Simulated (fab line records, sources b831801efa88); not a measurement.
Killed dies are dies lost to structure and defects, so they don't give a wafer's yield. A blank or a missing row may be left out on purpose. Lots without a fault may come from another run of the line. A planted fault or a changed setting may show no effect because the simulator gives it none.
Which tool did it? | flow gf180mcu | 15 lots, 42 wafers sampled, at 5 steps of a route of 602

WHAT THE GAUGES READ, wafer by wafer
GF_STI_THK_MEAS_02. Usual: STI_OXIDATION_THK 10.01 nm, standard deviation 0.19.
lot  | measured    | on            | STI_OXIDATION_THK (nm) | flag
L796 | day 1 12:19 | film_metro-02 | 9.76 9.88 9.77         |
L797 | day 1 17:28 | film_metro-04 | 9.97 10.04 10.05       |
L798 | day 1 21:50 | film_metro-04 | 9.94 10.12 10.07       |
L799 | day 2 02:43 | film_metro-02 | 10.25 10.11 10.19      |
L800 | day 2 07:31 | film_metro-04 | 10.08 9.92 10.14       |
L802 | day 2 17:46 | film_metro-02 | 9.95 9.89 10.03        |
L803 | day 2 22:42 | film_metro-03 | 10.22 10.23 10.22      |
L804 | day 3 03:31 | film_metro-02 | 10.21 10.10 10.04      |
L805 | day 3 08:43 | film_metro-02 | 9.76 9.84 9.85         |
L806 | day 3 14:19 | film_metro-04 | 10.07 10.01 10.19      |
L807 | day 3 18:31 | film_metro-02 | 9.98 9.86 10.03        |
L808 | day 3 23:36 | film_metro-04 | 10.14 9.93             |
L809 | day 4 04:31 | film_metro-04 | 10.29 10.09            |
L810 | day 4 09:33 | film_metro-02 | 9.98 10.15             |
L818 | day 6 04:06 | film_metro-04 | 10.08 10.04 10.16      |

GF_STI_CD_MEAS_12: target cd 220 nm. Usual: cd_nm 219.8 nm, standard deviation 1.5.
lot  | measured    | on        | cd_nm (nm)        | flag
L796 | day 2 01:43 | cd_sem-01 | 218.7 218.9 218.8 |
L797 | day 2 07:52 | cd_sem-01 | 221.1 222.0 221.5 |
L798 | day 2 11:35 | cd_sem-01 | 221.3 221.1 220.2 |
L799 | day 2 16:53 | cd_sem-01 | 219.7 218.9 218.6 |
L800 | day 2 21:38 | cd_sem-01 | 222.2 221.2 221.0 |
L802 | day 3 08:32 | cd_sem-02 | 217.9 218.7 217.1 |
L803 | day 3 14:23 | cd_sem-01 | 220.9 220.9 221.2 |
L804 | day 3 18:49 | cd_sem-02 | 219.9 219.2 220.7 |
L805 | day 3 23:43 | cd_sem-02 | 221.2 221.7 221.4 |
L806 | day 4 05:55 | cd_sem-01 | 218.0 219.3 217.1 |
L807 | day 4 09:41 | cd_sem-01 | 220.7 222.2 221.2 |
L808 | day 4 15:25 | cd_sem-02 | 216.6 184.0       | OFF
L809 | day 4 19:50 | cd_sem-01 | 219.5 186.2       | OFF
L810 | day 5 01:10 | cd_sem-01 | 188.0 188.6       | OFF
L818 | day 6 21:47 | cd_sem-01 | 219.7 219.6 217.7 |

GF_STI_THK_MEAS_30. Usual: STI_OXIDATION_02_THK 9.95 nm, standard deviation 0.12.
lot  | measured    | on            | STI_OXIDATION_02_THK (nm) | flag
L796 | day 2 06:05 | film_metro-04 | 9.91 9.81 9.88            |
L797 | day 2 12:38 | film_metro-03 | 10.20 10.16 10.14         |
L798 | day 2 17:41 | film_metro-03 | 9.94 9.97 9.92            |
L799 | day 2 21:18 | film_metro-02 | 9.95 10.08 10.18          |
L800 | day 3 03:40 | film_metro-04 | 10.09 10.12 10.03         |
L802 | day 3 12:55 | film_metro-02 | 9.98 9.91 9.91            |
L803 | day 3 19:08 | film_metro-02 | 10.16 10.01 10.01         |
L804 | day 3 23:31 | film_metro-03 | 10.09 10.16 10.03         |
L805 | day 4 04:07 | film_metro-02 | 9.85 9.87 9.95            |
L806 | day 4 10:41 | film_metro-02 | 10.03 10.02 9.84          |
L807 | day 4 14:45 | film_metro-03 | 10.05 10.04 10.19         |
L808 | day 4 20:35 | film_metro-02 | 9.90 9.95                 |
L809 | day 5 00:22 | film_metro-04 | 9.96 9.88                 |
L810 | day 5 05:53 | film_metro-03 | 9.99 10.00                |
L818 | day 7 02:08 | film_metro-02 | 10.01 9.75 9.74           |

GF_DNWELL_TW_MEAS_09. Usual: DNWELL_TW 1344, standard deviation 18.
lot  | measured    | on            | DNWELL_TW      | flag
L796 | day 2 18:44 | film_metro-03 | 1377 1374 1372 |
L797 | day 3 01:56 | film_metro-01 | 1348 1350 1352 |
L798 | day 3 06:05 | film_metro-02 | 1328 1324 1318 |
L799 | day 3 10:02 | film_metro-02 | 1318 1314 1324 |
L800 | day 3 16:26 | film_metro-03 | 1371 1373 1370 |
L802 | day 4 01:53 | film_metro-02 | 1330 1327 1331 |
L803 | day 4 08:16 | film_metro-01 | 1353 1361 1356 |
L804 | day 4 13:43 | film_metro-01 | 1344 1340 1346 |
L805 | day 4 18:11 | film_metro-01 | 1357 1353 1355 |
L806 | day 5 00:47 | film_metro-03 | 1358 1352 1343 |
L807 | day 5 04:47 | film_metro-03 | 1352 1349 1348 |
L808 | day 5 10:34 | film_metro-01 | 1347 1337      |
L809 | day 5 14:47 | film_metro-03 | 1349 1348      |
L810 | day 5 20:10 | film_metro-02 | 1320 1328      |
L818 | day 7 18:20 | film_metro-02 | 1324 1322 1326 |

WHICH TOOL RAN EACH LOT (tool, then ch and the chambers of the sampled wafers, then the start)
lot  | GF_STI_EXPOSE_09
L796 | krf_scanner-01 ch 0, day 1 19:54
L797 | krf_scanner-02 ch 0, day 2 02:16
L798 | krf_scanner-01 ch 0, day 2 05:50
L799 | krf_scanner-02 ch 0, day 2 11:14
L800 | krf_scanner-02 ch 0, day 2 15:50
L802 | krf_scanner-01 ch 0, day 3 02:16
L803 | krf_scanner-01 ch 0, day 3 07:31
L804 | krf_scanner-01 ch 0, day 3 11:41
L805 | krf_scanner-02 ch 0, day 3 17:54
L806 | krf_scanner-02 ch 0, day 3 22:56
L807 | krf_scanner-01 ch 0, day 4 02:23
L808 | krf_scanner-02 ch 0, day 4 08:43
L809 | krf_scanner-02 ch 0, day 4 13:20
L810 | krf_scanner-02 ch 0, day 4 18:04
L818 | krf_scanner-01 ch 0, day 6 14:25
- GF_STI_EXPOSE_09: exposes mask COMP, target cd 220 nm.

WHAT THE TOOLS THEMSELVES READ (means of the sampled wafers that have a number; where no wafer has one, the mark that the record gives instead)
The record holds no such reading with a usual standard deviation.

THE ANSWER, worked out from the rows above alone
Rule: a lot is off if the mean of its wafers that have a number lies more than 3 standard deviations from the usual mean. A lot without any number at a reading at which 4 lots or more have one is off too. The other lots that the step has rows for count as sound. The gauges are gone through in route order, then the tools' own readings, and for those a lot's mean is taken as printed above. The first step at which some lot is off is used, and at that step the reading that is off furthest; a lot without a number counts as furthest.
Off: L808, L809, L810, at GF_STI_CD_MEAS_12 (cd_nm).
A tool fits if, at a process step before that reading, it ran every lot that is off, and no sound lot after the first of them. The gauges at GF_STI_CD_MEAS_12 are tried like those tools. One fits: krf_scanner-02 at GF_STI_EXPOSE_09. Its last sound lot is L806 (day 3 22:56), its first lot that is off L808 (day 4 08:43): a fault that began between those two fits.

WHAT THE SIMULATOR HAD PUT IN
Process parameter drift: krf_scanner-02, from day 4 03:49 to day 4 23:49, at GF_STI_EXPOSE_09. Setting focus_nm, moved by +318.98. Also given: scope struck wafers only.
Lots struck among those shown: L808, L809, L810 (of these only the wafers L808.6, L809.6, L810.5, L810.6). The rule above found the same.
